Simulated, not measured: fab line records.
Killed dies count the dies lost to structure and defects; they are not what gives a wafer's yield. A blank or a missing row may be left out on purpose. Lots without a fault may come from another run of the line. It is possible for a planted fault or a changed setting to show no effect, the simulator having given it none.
fab line records -- flow gf180mcu -- part 2 of 2: steps 29 to 38 of 38
record lots=5, wafers=15, last-day=34
route steps=602 shown SAB@273 SALICIDE@278 CONTACT@287
lots that met no fault: from a run of the same line without faults
start-h: the number of hours between the record's first day and the start of the first shown wafer of the lot -- wait-h: hours since the lot's step before -- " repeats the value in the row above -- L1.1+2: several wafers, shown together as one row -- - no value present, or no start provided -- * or withheld: withheld -- < > ~ a bound
route shown NAME@n: names a module that has steps shown in the file, with the first one's number in the route -- usual: the fault-free wafers' mean and standard deviation -- same: alike in all rows -- chamber/n: place in a boat -- sites: each site's reading -- _std_site: standard deviation across them -- _edge_site: mean of outer sites minus mean of inner sites -- radius-mm: how far each site lies from the wafer's centre -- mask NAME#n: copy n -- behind: the last tool/chamber to shape the wafer -- hold: why the lot was held/for how many hours/how that ended -- device: the n, p or np transistor that did not switch -- end of line: tests run on the same wafers once the route is complete -- a step without rows: its recipe alone -- killed: dies that structure and defects cost at the first sort, which is not the same as the wafer's yield -- map: a wafer's dies, marking killed ones x, the rest . and places with no die _
set.NAME: the run value of the setting; set.NAME@STEP: its run value at that earlier step -- model.NAME: the simulator's own value behind a step, which no gauge read
certain route steps with their lots: each step a table, each wafer a row
services: a tool's chamber out of use, with start hour (start-h, from the record's first day; less than 0 if before it), hours out, and reason
## steps
# step GF_CONTACT_CD_MEAS_14
# recipe target-cd-nm=220
# usual cd-nm=220.0/1.4
lot.wafer,tool,chamber,start-h,wait-h,cd-nm
L075.2,cd-sem-02,-,368.21,0.1,220.1
L075.3,cd-sem-02,-,368.21,0.1,217.7
L075.4,cd-sem-02,-,368.21,0.1,218.8
L076.1,cd-sem-02,-,380.24,0.1,220.7
L076.2,cd-sem-02,-,380.24,0.1,218.4
L076.4,cd-sem-02,-,380.24,0.1,221.0
L087.3,cd-sem-01,-,479.16,0.1,220.5
L087.5,cd-sem-01,-,479.16,0.1,220.2
L087.6,cd-sem-01,-,479.16,0.1,221.7
L092.1,cd-sem-01,-,526.02,0.1,220.1
L092.3,cd-sem-01,-,526.02,0.1,221.6
L092.6,cd-sem-01,-,526.02,0.1,220.8
L095.2,cd-sem-02,-,542.05,0.1,220.4
L095.3,cd-sem-02,-,542.05,0.1,221.2
L095.6,cd-sem-02,-,542.05,0.1,221.5
# step GF_CONTACT_OVL_MEAS_15
# usual CONTACT_OVL=2/5.9
lot.wafer,tool,chamber,start-h,wait-h,CONTACT_OVL[nm]
L075.2,overlay-01,-,368.31,0.1,6
L075.3,overlay-01,-,368.31,0.1,18
L075.4,overlay-01,-,368.31,0.1,10
L076.1,overlay-01,-,380.39,0.1,-5
L076.2,overlay-01,-,380.39,0.1,-2
L076.4,overlay-01,-,380.39,0.1,-2
L087.3,overlay-02,-,479.25,0.1,-3
L087.5,overlay-02,-,479.25,0.1,-3
L087.6,overlay-02,-,479.25,0.1,-4
L092.1,overlay-01,-,526.14,0.1,3
L092.3,overlay-01,-,526.14,0.1,2
L092.6,overlay-01,-,526.14,0.1,3
L095.2,overlay-01,-,542.16,0.1,1
L095.3,overlay-01,-,542.16,0.1,5
L095.6,overlay-01,-,542.16,0.1,-1
# step GF_CONTACT_ETCH_16
# recipe chemistry=N2/H2, target-depth-a=withheld, overetch-a=withheld, time-s=withheld, target=BARC, ion-energy-ev=200, source-w=500, bias-w=100, pressure-mtorr=30, n2-flow-sccm=100, h2-flow-sccm=200
# usual drypump-motor-current-A=5.6/0.33, oes-product-au=0.854/0.0045, throttle-valve-pct=13.226/0.0085
lot.wafer,tool,chamber,start-h,wait-h,drypump-motor-current-A,oes-product-au,throttle-valve-pct
L075.2,rie-diel-03,1,368.34,0.0,5.5,0.851,13.224
L075.3,rie-diel-03,0,368.34,0.0,5.8,0.851,13.224
L075.4,rie-diel-03,2,368.34,0.0,5.9,0.855,13.238
L076.1,rie-diel-03,2,380.43,0.0,5.9,0.856,13.230
L076.2,rie-diel-03,1,380.43,0.0,5.5,0.856,13.226
L076.4,rie-diel-03,0,380.43,0.0,5.8,0.853,13.230
L087.3,rie-diel-03,2,479.28,0.0,5.9,0.852,13.222
L087.5,rie-diel-03,2,479.28,0.0,5.9,0.857,13.224
L087.6,rie-diel-03,1,479.28,0.0,5.5,0.857,13.222
L092.1,rie-diel-01,2,526.17,0.0,5.9,0.847,13.231
L092.3,rie-diel-01,0,526.17,0.0,5.8,0.856,13.224
L092.6,rie-diel-01,3,526.17,0.0,5.5,0.848,13.216
L095.2,rie-diel-02,2,542.19,0.0,4.7,0.860,13.228
L095.3,rie-diel-02,0,542.19,0.0,5.5,0.845,13.218
L095.6,rie-diel-02,2,542.19,0.0,4.7,0.855,13.224
# step GF_CONTACT_ETCH_17
# recipe chemistry=C4F8/O2/Ar, mask-material=KrF, target=SiO2, stop-on=CoSi2, source-w=1500, bias-w=1200, pressure-mtorr=40, c4f8-flow-sccm=withheld, O2_flow_sccm=6, Ar_flow_sccm=300, time-s=withheld, target-depth-a=8600
# usual oes-product-au=0.814/0.0049
lot.wafer,tool,chamber,start-h,wait-h,oes-product-au
L075.2,rie-diel-03,1,-,-,0.810
L075.3,rie-diel-03,0,-,-,0.818
L075.4,rie-diel-03,2,-,-,0.816
L076.1,rie-diel-03,2,-,-,0.810
L076.2,rie-diel-03,1,-,-,0.810
L076.4,rie-diel-03,0,-,-,0.822
L087.3,rie-diel-03,2,-,-,0.807
L087.5,rie-diel-03,2,-,-,0.811
L087.6,rie-diel-03,1,-,-,0.813
L092.1,rie-diel-01,2,-,-,0.811
L092.3,rie-diel-01,0,-,-,0.812
L092.6,rie-diel-01,3,-,-,0.826
L095.2,rie-diel-02,2,-,-,0.826
L095.3,rie-diel-02,0,-,-,0.819
L095.6,rie-diel-02,2,-,-,0.820
# step GF_CONTACT_STRIP_18
# recipe chemistry=O2/N2, power-w=1400, pressure-mtorr=1500, platen-temp-c=250, o2-flow-sccm=3000, n2-flow-sccm=300, overash-fraction=0.5
# usual drypump-motor-current-A=5.8/0.36, heater-power-w=364/46, oes-product-au=0.580/0.0052
lot.wafer,tool,chamber,start-h,wait-h,drypump-motor-current-A,heater-power-w,oes-product-au,rf-hours-counter-h
L075.2,plasma-asher-04,1,368.51,-,5.7,373,0.584,73
L075.3,plasma-asher-04,0,368.51,-,5.2,411,0.576,-
L075.4,plasma-asher-04,1,368.51,-,5.7,383,0.580,-
L076.1,plasma-asher-04,1,380.59,-,5.7,382,0.588,75
L076.2,plasma-asher-04,0,380.59,-,5.2,403,0.577,75
L076.4,plasma-asher-04,0,380.59,-,5.2,418,0.587,-
L087.3,plasma-asher-02,0,479.47,-,5.6,321,0.594,-
L087.5,plasma-asher-02,0,479.47,-,5.6,310,0.575,-
L087.6,plasma-asher-02,1,479.47,-,6.0,356,0.581,-
L092.1,plasma-asher-04,1,526.34,-,5.7,384,0.583,92
L092.3,plasma-asher-04,1,526.34,-,5.7,381,0.582,-
L092.6,plasma-asher-04,0,526.34,-,5.2,415,0.582,-
L095.2,plasma-asher-02,0,542.35,-,5.6,320,0.583,83
L095.3,plasma-asher-02,1,542.35,-,6.0,358,0.579,-
L095.6,plasma-asher-02,1,542.35,-,6.0,356,0.572,-
# step GF_CONTACT_CLEAN_19
# recipe chemistry=SPM
lot.wafer,tool,chamber,start-h,wait-h
L075.2+3+4,wet-bench-01,3,368.61,0.1
L076.1+2+4,wet-bench-03,0,380.69,0.1
L087.3+5+6,wet-bench-01,1,479.54,0.0
L092.1+3+6,wet-bench-02,0,526.44,0.1
L095.2+3+6,wet-bench-02,2,542.45,0.1
# step GF_CONTACT_CLEAN_20
# recipe chemistry=DIW
lot.wafer,tool,chamber,start-h,wait-h
L075.2+3+4,wet-bench-02,3,368.71,0.0
L076.1+2+4,wet-bench-01,1,380.78,0.0
L087.3+5+6,wet-bench-03,1,479.63,0.0
L092.1+3+6,wet-bench-01,0,526.54,0.0
L095.2+3+6,wet-bench-01,0,542.54,0.0
# step GF_CONTACT_CLEAN_21
# recipe chemistry=dHF, time-s=20, dilution=100:1, dry=ipa-marangoni
lot.wafer,tool,chamber,start-h,wait-h
L075.2+3+4,wet-bench-03,1,368.80,0.0
L076.1+2+4,wet-bench-03,2,380.87,0.0
L087.3+5+6,wet-bench-03,0,479.72,0.0
L092.1+3+6,wet-bench-01,2,526.64,0.0
L095.2+3+6,wet-bench-03,3,542.64,0.0
# step GF_CONTACT_SPUTTER_22
# recipe material=Ti, target-thk-nm=15, chamber-pressure-pa=5, power-w=2500, substrate-temp-c=200, time-s=80.02
# usual throttle-valve-pct=30.1/0.72
lot.wafer,tool,chamber,start-h,wait-h,throttle-valve-pct
L075.2,pvd-sputter-02,-,368.81,0.0,29.0
L075.3,pvd-sputter-02,-,368.81,0.0,28.7
L075.4,pvd-sputter-02,-,368.81,0.0,29.8
L076.1,pvd-sputter-01,-,380.89,0.0,30.6
L076.2,pvd-sputter-01,-,380.89,0.0,31.0
L076.4,pvd-sputter-01,-,380.89,0.0,29.1
L087.3,pvd-sputter-01,-,479.74,0.0,31.0
L087.5,pvd-sputter-01,-,479.74,0.0,30.1
L087.6,pvd-sputter-01,-,479.74,0.0,29.3
L092.1,pvd-sputter-01,-,526.65,0.0,30.5
L092.3,pvd-sputter-01,-,526.65,0.0,31.0
L092.6,pvd-sputter-01,-,526.65,0.0,30.9
L095.2,pvd-sputter-04,-,542.65,0.0,30.3
L095.3,pvd-sputter-04,-,542.65,0.0,30.4
L095.6,pvd-sputter-04,-,542.65,0.0,30.1
# step GF_CONTACT_SPUTTER_23
# recipe material=TiN, target-thk-nm=10, chamber-pressure-pa=5, power-w=4000, time-s=40
# usual throttle-valve-pct=30.1/0.72
lot.wafer,tool,chamber,start-h,wait-h,throttle-valve-pct
L075.2,pvd-sputter-02,-,368.87,0.0,29.3
L075.3,pvd-sputter-02,-,368.87,0.0,29.0
L075.4,pvd-sputter-02,-,368.87,0.0,29.6
L076.1,pvd-sputter-01,-,380.95,0.0,30.1
L076.2,pvd-sputter-01,-,380.95,0.0,30.9
L076.4,pvd-sputter-01,-,380.95,0.0,29.3
L087.3,pvd-sputter-01,-,479.80,0.0,30.8
L087.5,pvd-sputter-01,-,479.80,0.0,30.4
L087.6,pvd-sputter-01,-,479.80,0.0,29.2
L092.1,pvd-sputter-01,-,526.71,0.0,30.3
L092.3,pvd-sputter-01,-,526.71,0.0,30.9
L092.6,pvd-sputter-01,-,526.71,0.0,30.8
L095.2,pvd-sputter-04,-,542.71,0.0,30.1
L095.3,pvd-sputter-04,-,542.71,0.0,29.9
L095.6,pvd-sputter-04,-,542.71,0.0,30.4
## services
tool,chamber,start-h,hours,kind
krf-scanner-01,-,329.00,1.3,pm
pvd-sputter-01,-,334.14,5.7,repair
krf-scanner-01,-,337.26,1.0,pm
rtp-anneal-01,-,339.03,3.8,pm
krf-scanner-01,-,343.11,0.6,repair
pecvd-01,-,346.29,5.7,repair
krf-scanner-01,-,354.95,3.6,pm
rie-diel-02,2,355.10,27.3,repair
rtp-anneal-01,-,357.76,1.3,pm
cmp-01,-,365.15,2.2,repair
rie-diel-03,1,375.84,3.9,repair
rie-diel-02,0,379.42,14.1,repair
rie-diel-02,3,386.35,5.6,repair
wet-bench-04,-,396.20,1.5,repair
cmp-01,-,401.28,3.4,pm
cmp-01,-,404.67,4.0,pm
plasma-asher-02,-,439.13,2.3,repair
wet-bench-01,-,446.68,0.7,repair
pvd-sputter-02,-,450.80,2.4,repair
wet-bench-04,-,484.87,1.6,repair
cmp-01,-,485.57,0.7,repair
rie-diel-03,0,508.05,3.4,repair
wet-bench-03,-,515.95,3.8,repair
pvd-sputter-03,-,516.22,4.9,repair
